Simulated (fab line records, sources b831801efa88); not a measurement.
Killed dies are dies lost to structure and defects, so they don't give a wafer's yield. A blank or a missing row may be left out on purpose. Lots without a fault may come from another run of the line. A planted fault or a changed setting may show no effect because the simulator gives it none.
A struck lot beside a sound one | flow gf180mcu | 32 steps out of a route of 602
Sound: wafers L370.1, L370.2, L370.6. Struck: wafers L378.1, L378.4, L378.6. The cause comes at the end.
At each step with rows: each side's tool, then ch and its chambers, then its first start. Under that, the readings that differ: sound wafers | struck wafers | difference of the means | sigmas: that difference in standard deviations of wafers without a fault.
alike: readings whose means differ by less than 2 such deviations, and words and numbers that are the same on both sides. not compared: withheld readings, readings that some wafer has no value for, bounds like >300 that may hide the same value, and numbers for which the record gives no deviation and whose values overlap.
The two part at a step that has a row with sigmas, a row that says differs or no value, or rows on one side only. Numbers that don't overlap but have no deviation are shown without sigmas and don't part them. A reading that every wafer of one side lacks parts them only if that side has two wafers or more.

GF_SAB_ETCH_11: etches SiO2 in C4F8/O2/Ar, target depth 55 nm, time 8.5 s.
  sound on rie_diel-03 ch 1,2,3, day 18 03:36; struck on rie_diel-04 ch 0,2, day 21 06:30
  alike: oes_product_au
  not compared: rf_hours_counter_h
then, 4 steps without rows for these wafers: GF_SAB_WET_ETCH_12 (etches SiO2 in dHF, target depth 22 nm, time 440 s); GF_SAB_STRIP_13 (strips in O2/N2); GF_SALICIDE_CLEAN_00 (cleans in SC1/SC2, time 150 s); GF_SALICIDE_WET_ETCH_01 (etches SiO2 in dHF, target depth 5 nm, time 104.5 s).
GF_SALICIDE_SPUTTER_02: material Co, target thk 10 nm, time 20 s.
  sound on pvd_sputter-01, day 18 03:56; struck on pvd_sputter-01, day 21 06:51
  alike: chamber_pressure_pa, throttle_valve_pct
GF_SALICIDE_SPUTTER_03: material TiN, target thk 20 nm, time 16.7 s.
  sound on pvd_sputter-01, day 18 03:58; struck on pvd_sputter-01, day 21 06:53
  reading                  | sound                | struck               | difference | sigmas
  chamber_pressure_pa (Pa) | 0.3982 0.4002 0.3991 | 0.4006 0.4014 0.4015 | +0.0020    | +2
  alike: throttle_valve_pct
GF_SALICIDE_RS_MEAS_04: measures by four-point-probe.
  sound on film_metro-03, day 18 03:59; struck on film_metro-04, day 21 06:55
  alike: SALICIDE_TIN_RS
GF_SALICIDE_THK_MEAS_05: measures by xrf.
  sound on film_metro-03, day 18 04:07; struck on film_metro-04, day 21 07:02
  alike: SALICIDE_TIN_THK
then, 3 steps without rows for these wafers: GF_SALICIDE_RTA_06 (time 30 s); GF_SALICIDE_WET_ETCH_07 (etches the open film in SPM, target depth 120 nm); GF_SALICIDE_RTA_08 (time 30 s).
GF_CONTACT_CVD_00: deposits SiO2, target thk 300 nm, time 50 s.
  sound on hdpcvd-01 ch 0,1,2, day 18 04:28; struck on hdpcvd-02 ch 0,1,2, day 21 07:23
  reading                                  | sound             | struck            | difference | sigmas
  sih4_flow_sccm (sccm)                    | 60.29 60.09 59.98 | 30.31 30.32 30.17 | -29.85     | -99 or more
  model.SiO2_of_CONTACT_CVD_00.thk_nm (nm) | 297.5 297.5 299.8 | 144.1 148.2 148.1 | -151.5     |
GF_CONTACT_THK_MEAS_01:
  sound on film_metro-02, day 18 04:31; struck on film_metro-01, day 21 07:26
  reading                 | sound             | struck            | difference | sigmas
  CONTACT_CVD_00_THK (nm) | 297.5 297.5 299.6 | 144.1 148.2 148.1 | -151.4     | -54
GF_CONTACT_CVD_02: deposits SiO2 from TEOS, target thk 860 nm, time 95.992 s.
  sound on pecvd-01 ch 1,2, day 18 04:34; struck on pecvd-02 ch 0,1,2, day 21 07:29
  alike: heater_power_w
GF_CONTACT_THK_MEAS_03:
  sound on film_metro-03, day 18 04:38; struck on film_metro-03, day 21 07:34
  alike: CONTACT_CVD_02_THK
then, 1 step without rows for these wafers: GF_CONTACT_CMP_04 (polishes SiO2).
GF_CONTACT_BOW_MEAS_05:
  sound on film_metro-02, day 18 05:00; struck on film_metro-03, day 21 07:55
  reading          | sound    | struck   | difference | sigmas
  CONTACT_BOW (um) | 78 70 76 | 51 54 57 | -21        | -3
then, 8 steps without rows for these wafers: GF_CONTACT_DEHYDRATE_06 (time 60 s); GF_CONTACT_HMDS_07 (prime time 60 s); GF_CONTACT_COAT_08; GF_CONTACT_COAT_09 (resist thk 1000 nm); GF_CONTACT_SOFTBAKE_10 (time 60 s); GF_CONTACT_EXPOSE_11 (exposes mask Contact, target cd 220 nm); GF_CONTACT_PEB_12 (peb time 90 s); GF_CONTACT_DEVELOP_13 (develop time 60 s).
GF_CONTACT_CD_MEAS_14: target cd 220 nm.
  sound on cd_sem-02, day 19 04:53; struck on cd_sem-01, day 22 07:47
  reading    | sound             | struck            | difference | sigmas
  cd_nm (nm) | 220.0 220.0 218.8 | 221.9 222.4 222.3 | +2.6       | +2
GF_CONTACT_OVL_MEAS_15:
  sound on overlay-01, day 19 05:00; struck on overlay-01, day 22 07:55
  alike: CONTACT_OVL
then, 1 step without rows for these wafers: GF_CONTACT_ETCH_16 (etches BARC in N2/H2).
GF_CONTACT_ETCH_17: etches SiO2 in C4F8/O2/Ar, stops on CoSi2, target depth 860 nm.
  sound on rie_diel-01 ch 0,2; struck on rie_diel-04 ch 0,2
  reading                             | sound             | struck            | difference | sigmas
  oes_product_au (a.u.)               | 0.807 0.815 0.817 | 0.733 0.734 0.740 | -0.077     | -17
  model.CONTACT.feature_depth_nm (nm) | 858.5 859.5 862   | 704 709.1 707.4   | -153       |
  model.etch.depth_nm (nm)            | 858.5 859.5 862   | 704 709.1 707.4   | -153       |
GF_CONTACT_STRIP_18: strips in O2/N2.
  sound on plasma_asher-01 ch 0,1, day 19 05:11; struck on plasma_asher-04 ch 0,1, day 22 08:07
  alike: drypump_motor_current_A, heater_power_w, oes_product_au
  not compared: rf_hours_counter_h
GF_PASSIVATION_PROBE_99:
  the record has rows for the sound wafers here (prober-02, day 31 11:42) and none for the struck ones

WHERE THEY PART
First at GF_SALICIDE_SPUTTER_03; last, within this record, at GF_PASSIVATION_PROBE_99.

WHY: what the simulator had put in
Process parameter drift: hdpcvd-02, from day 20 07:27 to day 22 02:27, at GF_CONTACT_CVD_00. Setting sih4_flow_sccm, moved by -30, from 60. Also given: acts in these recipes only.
